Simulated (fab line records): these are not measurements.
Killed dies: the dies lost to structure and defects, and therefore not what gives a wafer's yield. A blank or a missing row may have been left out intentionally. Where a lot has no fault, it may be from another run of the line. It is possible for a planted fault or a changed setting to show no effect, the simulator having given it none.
Split-lot experiment :: flow sky130 :: route with 708 steps; 5 lots, 23 wafers read

THE SPLIT
At SKY_METAL3_SPUTTER_00 (material Ti, target thk 15 nm, time 10 s), the setting time s was moved away from the recipe's 10 s on 7 of the 23 wafers read, by -4.4% to +14.8%. The other wafers ran this setting at the recipe's value.

The split's own step is where the reading is taken.

THE READING
Ti_of_METAL3_SPUTTER_00.thk nm (the simulator's own value, which no gauge read), in nm, at SKY_METAL3_SPUTTER_00 (material Ti, target thk 15 nm, time 10 s). The file does not state a usual value for it. Average 14.83 nm, standard deviation 0.24 nm, over the 16 wafers here run with the recipe.

wafer: L076.2
tool, chamber at the split: pvd sputter-03, -
time s as run, s: 10
against the recipe: recipe
Ti_of_METAL3_SPUTTER_00.thk nm, nm: 14.5
against lot-mates on the recipe: -

wafer: L076.3
tool, chamber at the split: pvd sputter-03, -
time s as run, s: 10
against the recipe: recipe
Ti_of_METAL3_SPUTTER_00.thk nm, nm: 14.59
against lot-mates on the recipe: -

wafer: L076.4
tool, chamber at the split: pvd sputter-03, -
time s as run, s: 10
against the recipe: recipe
Ti_of_METAL3_SPUTTER_00.thk nm, nm: 14.74
against lot-mates on the recipe: -

wafer: L080.1
tool, chamber at the split: pvd sputter-03, -
time s as run, s: 10
against the recipe: recipe
Ti_of_METAL3_SPUTTER_00.thk nm, nm: 14.4
against lot-mates on the recipe: -

wafer: L080.2
tool, chamber at the split: pvd sputter-03, -
time s as run, s: 10
against the recipe: recipe
Ti_of_METAL3_SPUTTER_00.thk nm, nm: 14.83
against lot-mates on the recipe: -

wafer: L080.3
tool, chamber at the split: pvd sputter-03, -
time s as run, s: 10
against the recipe: recipe
Ti_of_METAL3_SPUTTER_00.thk nm, nm: 14.79
against lot-mates on the recipe: -

wafer: L080.4
tool, chamber at the split: pvd sputter-03, -
time s as run, s: 9.555
against the recipe: -4.4%
Ti_of_METAL3_SPUTTER_00.thk nm, nm: 14.04
against lot-mates on the recipe: -0.63

wafer: L080.6
tool, chamber at the split: pvd sputter-03, -
time s as run, s: 9.555
against the recipe: -4.4%
Ti_of_METAL3_SPUTTER_00.thk nm, nm: 13.9
against lot-mates on the recipe: -0.77

wafer: L081.1
tool, chamber at the split: pvd sputter-01, -
time s as run, s: 10
against the recipe: recipe
Ti_of_METAL3_SPUTTER_00.thk nm, nm: 15.18
against lot-mates on the recipe: -

wafer: L081.2
tool, chamber at the split: pvd sputter-01, -
time s as run, s: 10
against the recipe: recipe
Ti_of_METAL3_SPUTTER_00.thk nm, nm: 14.91
against lot-mates on the recipe: -

wafer: L081.3
tool, chamber at the split: pvd sputter-01, -
time s as run, s: 10.5
against the recipe: +5.0%
Ti_of_METAL3_SPUTTER_00.thk nm, nm: 16.1
against lot-mates on the recipe: +1.03

wafer: L081.4
tool, chamber at the split: pvd sputter-01, -
time s as run, s: 10
against the recipe: recipe
Ti_of_METAL3_SPUTTER_00.thk nm, nm: 15.13
against lot-mates on the recipe: -

wafer: L081.5
tool, chamber at the split: pvd sputter-01, -
time s as run, s: 10.5
against the recipe: +5.0%
Ti_of_METAL3_SPUTTER_00.thk nm, nm: 15.67
against lot-mates on the recipe: +0.60

wafer: L083.2
tool, chamber at the split: pvd sputter-03, -
time s as run, s: 10
against the recipe: recipe
Ti_of_METAL3_SPUTTER_00.thk nm, nm: 14.8
against lot-mates on the recipe: -

wafer: L083.3
tool, chamber at the split: pvd sputter-03, -
time s as run, s: 10
against the recipe: recipe
Ti_of_METAL3_SPUTTER_00.thk nm, nm: 14.53
against lot-mates on the recipe: -

wafer: L083.4
tool, chamber at the split: pvd sputter-03, -
time s as run, s: 10
against the recipe: recipe
Ti_of_METAL3_SPUTTER_00.thk nm, nm: 14.92
against lot-mates on the recipe: -

wafer: L083.5
tool, chamber at the split: pvd sputter-03, -
time s as run, s: 10
against the recipe: recipe
Ti_of_METAL3_SPUTTER_00.thk nm, nm: 14.9
against lot-mates on the recipe: -

wafer: L083.6
tool, chamber at the split: pvd sputter-03, -
time s as run, s: 10
against the recipe: recipe
Ti_of_METAL3_SPUTTER_00.thk nm, nm: 14.79
against lot-mates on the recipe: -

wafer: L082.1
tool, chamber at the split: pvd sputter-01, -
time s as run, s: 10
against the recipe: recipe
Ti_of_METAL3_SPUTTER_00.thk nm, nm: 14.97
against lot-mates on the recipe: -

wafer: L082.2
tool, chamber at the split: pvd sputter-01, -
time s as run, s: 11.48
against the recipe: +14.8%
Ti_of_METAL3_SPUTTER_00.thk nm, nm: 16.91
against lot-mates on the recipe: +1.79

wafer: L082.3
tool, chamber at the split: pvd sputter-01, -
time s as run, s: 11.48
against the recipe: +14.8%
Ti_of_METAL3_SPUTTER_00.thk nm, nm: 17.14
against lot-mates on the recipe: +2.02

wafer: L082.4
tool, chamber at the split: pvd sputter-01, -
time s as run, s: 10
against the recipe: recipe
Ti_of_METAL3_SPUTTER_00.thk nm, nm: 15.27
against lot-mates on the recipe: -

wafer: L082.6
tool, chamber at the split: pvd sputter-01, -
time s as run, s: 11.48
against the recipe: +14.8%
Ti_of_METAL3_SPUTTER_00.thk nm, nm: 17.2
against lot-mates on the recipe: +2.08

FIT RESULTS
A straight line over all 23 wafers: Ti_of_METAL3_SPUTTER_00.thk nm changes by +0.159 nm for each +1% of time s; r = +0.96; the points scatter about the line by 0.24 nm.
The same after taking each lot's own level away (the mean of its wafers on the recipe; 23 wafers): +0.136 nm for each +1%; r = +0.98; scatter 0.16 nm.
The reading moves by 2 nm for the largest change in time s, on that fit.
Measured against the standard deviation above, the lots' own levels, which go from 14.610 to 15.120 nm, span 2.2 times it.
So the slope is not independent of the lot-to-lot level: the two fits are not the same.
Check: for one of the wafers moved furthest among these (+14.8%), held out of the fit, the line's prediction against its lot-mates is +2.1 nm. It came out at +1.79 nm against them.

ADDITIONAL SPLITS CARRIED BY THESE WAFERS
Before the reading, these wafers also passed through other splits. Each is held against what the fit with the lots' levels taken away leaves over:
other split on the same wafers: SKY_LOCAL_INTERCONNECT_ETCH_13 ion energy ev
wafers away from the commonest value: 11
r with Ti_of_METAL3_SPUTTER_00.thk nm (lot level and that fit taken away): -0.11

other split on the same wafers: SKY_METAL1_METAL_ETCH_19 over etch frac
wafers away from the commonest value: 8
r with Ti_of_METAL3_SPUTTER_00.thk nm (lot level and that fit taken away): +0.04

other split on the same wafers: SKY_METAL2_SPUTTER_01 time s
wafers away from the commonest value: 5
r with Ti_of_METAL3_SPUTTER_00.thk nm (lot level and that fit taken away): +0.07

other split on the same wafers: SKY_METAL2_SPUTTER_02 power w
wafers away from the commonest value: 6
r with Ti_of_METAL3_SPUTTER_00.thk nm (lot level and that fit taken away): +0.40

other split on the same wafers: SKY_VIA2_HDPCVD_00 sih4 flow sccm
wafers away from the commonest value: 10
r with Ti_of_METAL3_SPUTTER_00.thk nm (lot level and that fit taken away): -0.46

FILE'S OWN FIT
Ti_of_METAL3_SPUTTER_00.thk nm changes by +0.137 nm for each +1% of time s, r = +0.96.
